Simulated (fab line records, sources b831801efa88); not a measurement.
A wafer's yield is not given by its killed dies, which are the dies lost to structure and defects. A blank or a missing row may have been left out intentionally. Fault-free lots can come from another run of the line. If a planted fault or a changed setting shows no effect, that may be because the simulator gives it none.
Comparing a struck lot with a sound one / flow gf180mcu / 44 out of 602 route steps
Sound: these wafers, L830.1, L830.2, L830.6. Wafers struck: L844.4, L844.5, L844.6. The cause comes at the end.
Order at every step that has rows: each side's tool, ch and its chambers, its first start. Under that, the readings that differ: sound wafers / struck wafers / difference of the means / sigmas: that difference in standard deviations of wafers without a fault.
alike: words and numbers the same on both sides, and readings whose means are apart by under 2 such deviations; not compared: readings that were withheld, readings missing a value for some wafer, numbers with overlapping values and no deviation given by the record, and bounds like >300 which may hide the same value.
The two part at a step that has a row with sigmas, a row that says differs or no value, or rows on one side only. Numbers that don't overlap but have no deviation are shown without sigmas and don't part them. Lack of a reading on every wafer of one side parts them only where that side has two or more wafers.

first, 1 step without rows for these wafers: GF_POLY_GATE_OXIDATION_16 (stabilise 600 s, purge 300 s, target thk 4 nm).
GF_POLY_GATE_THK_MEAS_17:
  sound: film-metro-04 at day 10 18:28; struck: film-metro-02 at day 15 02:18
  alike: POLY_GATE_OXIDATION_THK
GF_POLY_GATE_CD_MEAS_18:
  sound: cd-sem-01 at day 10 18:32; struck: cd-sem-02 at day 15 02:25
  alike: cd-nm
then, 7 steps without rows for these wafers: GF_HV_LDD_DEHYDRATE_00 (time 60 s); GF_HV_LDD_HMDS_01 (prime time 60 s); GF_HV_LDD_COAT_02 (resist thk 1000 nm); GF_HV_LDD_SOFTBAKE_03 (time 60 s); GF_HV_LDD_EXPOSE_04 (exposes mask Nplus LV AREA, target cd 400 nm); GF_HV_LDD_PEB_05; GF_HV_LDD_DEVELOP_06 (develop time 60 s).
GF_HV_LDD_CD_MEAS_07 targets a cd of 400 nm.
  sound: cd-sem-01 at day 11 12:49; struck: cd-sem-01 at day 15 23:40
  alike: cd-nm
GF_HV_LDD_OVL_MEAS_08:
  sound: overlay-02 at day 11 12:56; struck: overlay-02 at day 15 23:45
  alike: HV_LDD_OVL
GF_HV_LDD_IMPLANT_09:
  sound on implanter-03 ch 0, day 11 12:58; struck on implanter-03 ch 0, day 15 23:50
reading=dose-ions-cm2; sound=9.997e+13 9.999e+13 1.0013e+14; struck=9.545e+13 9.538e+13 9.551e+13; difference=-4.583e+12; sigmas=-46
GF_HV_LDD_STRIP_10: strips in O2/N2.
  sound on plasma-asher-02 ch 0,1, day 11 13:07; struck on plasma-asher-01 ch 0,1, day 15 23:57
  alike: drypump-motor-current-A, heater-power-w, oes-product-au, strip-time-to-endpoint-s
  not compared: rf-hours-counter-h
GF_HV_LDD_TW_MEAS_11:
  sound: film-metro-01 at day 11 13:13; struck: film-metro-04 at day 16 00:03
reading=HV_LDD_TW; sound=2414 2427 2408; struck=2386 2379 2384; difference=-33; sigmas=-3
then, 7 steps without rows for these wafers: GF_HV_LDD_DEHYDRATE_12 (time 60 s); GF_HV_LDD_HMDS_13 (prime time 60 s); GF_HV_LDD_COAT_14 (resist thk 1000 nm); GF_HV_LDD_SOFTBAKE_15 (time 60 s); GF_HV_LDD_EXPOSE_16 (exposes mask Pplus LV AREA, target cd 400 nm); GF_HV_LDD_PEB_17; GF_HV_LDD_DEVELOP_18 (develop time 60 s).
GF_HV_LDD_CD_MEAS_19 targets a cd of 400 nm.
  sound: cd-sem-02 at day 12 07:56; struck: cd-sem-01 at day 16 21:55
  alike: cd-nm
GF_HV_LDD_OVL_MEAS_20:
  sound: overlay-02 at day 12 08:04; struck: overlay-01 at day 16 22:00
  alike: HV_LDD_01_OVL
after that, 1 step had no rows for these wafers: GF_HV_LDD_IMPLANT_21.
GF_HV_LDD_STRIP_22: strips in O2/N2.
  sound on plasma-asher-02 ch 0,1, day 12 08:14; struck on plasma-asher-04 ch 0,1, day 16 22:12
  alike: drypump-motor-current-A, heater-power-w, oes-product-au, strip-time-to-endpoint-s
  not compared: rf-hours-counter-h
GF_HV_LDD_TW_MEAS_23:
  sound: film-metro-01 at day 12 08:20; struck: film-metro-04 at day 16 22:18
  alike: HV_LDD_2_TW
then, 7 steps without rows for these wafers: GF_HV_LDD_DEHYDRATE_24 (time 60 s); GF_HV_LDD_HMDS_25 (prime time 60 s); GF_HV_LDD_COAT_26 (resist thk 1000 nm); GF_HV_LDD_SOFTBAKE_27 (time 60 s); GF_HV_LDD_EXPOSE_28 (exposes mask Nplus HV AREA, target cd 400 nm); GF_HV_LDD_PEB_29; GF_HV_LDD_DEVELOP_30 (develop time 60 s).
GF_HV_LDD_CD_MEAS_31 targets a cd of 400 nm.
  sound: cd-sem-01 at day 13 03:52; struck: cd-sem-02 at day 17 20:49
  alike: cd-nm
GF_HV_LDD_OVL_MEAS_32:
  sound: overlay-02 at day 13 03:59; struck: overlay-01 at day 17 20:54
  alike: HV_LDD_02_OVL
then, 4 steps without rows for these wafers: GF_HV_LDD_IMPLANT_33; GF_HV_LDD_IMPLANT_34; GF_HV_LDD_IMPLANT_35; GF_HV_LDD_IMPLANT_36.
GF_HV_LDD_STRIP_37: strips in O2/N2.
  sound on plasma-asher-02 ch 0,1, day 13 04:37; struck on plasma-asher-02 ch 0,1, day 17 21:33
  alike: drypump-motor-current-A, heater-power-w, oes-product-au, strip-time-to-endpoint-s
  not compared: rf-hours-counter-h
GF_HV_LDD_TW_MEAS_38:
  sound: film-metro-04 at day 13 04:43; struck: film-metro-01 at day 17 21:39
  alike: HV_LDD_3_TW
GF_HV_LDD_RS_MEAS_53: measures by four-point-probe.
  sound: film-metro-04 at day 14 01:35; struck: film-metro-04 at day 18 21:49
reading=HV_LDD_RS (ohm/sq); sound=418.1 417.3 417.3; struck=428.0 429.1 425.4; difference=+9.9; sigmas=+10
-- record jumps: 15 days separate the struck wafers' starts on either side; left off in module HV_LDD, taken up again in module PASSIVATION, whose first shown step is the route's number 602 --
GF_PASSIVATION_PROBE_99:
  rows exist in the record for the struck wafers here (prober-01, day 34 04:44), but not for the sound ones

## WHERE THEY PART
At GF_HV_LDD_IMPLANT_09 first; at GF_PASSIVATION_PROBE_99 last (within this record only).

WHY: whatever the simulator had introduced
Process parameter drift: implanter-03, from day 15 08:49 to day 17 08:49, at GF_HV_LDD_IMPLANT_09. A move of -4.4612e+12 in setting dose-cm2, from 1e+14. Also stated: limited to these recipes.
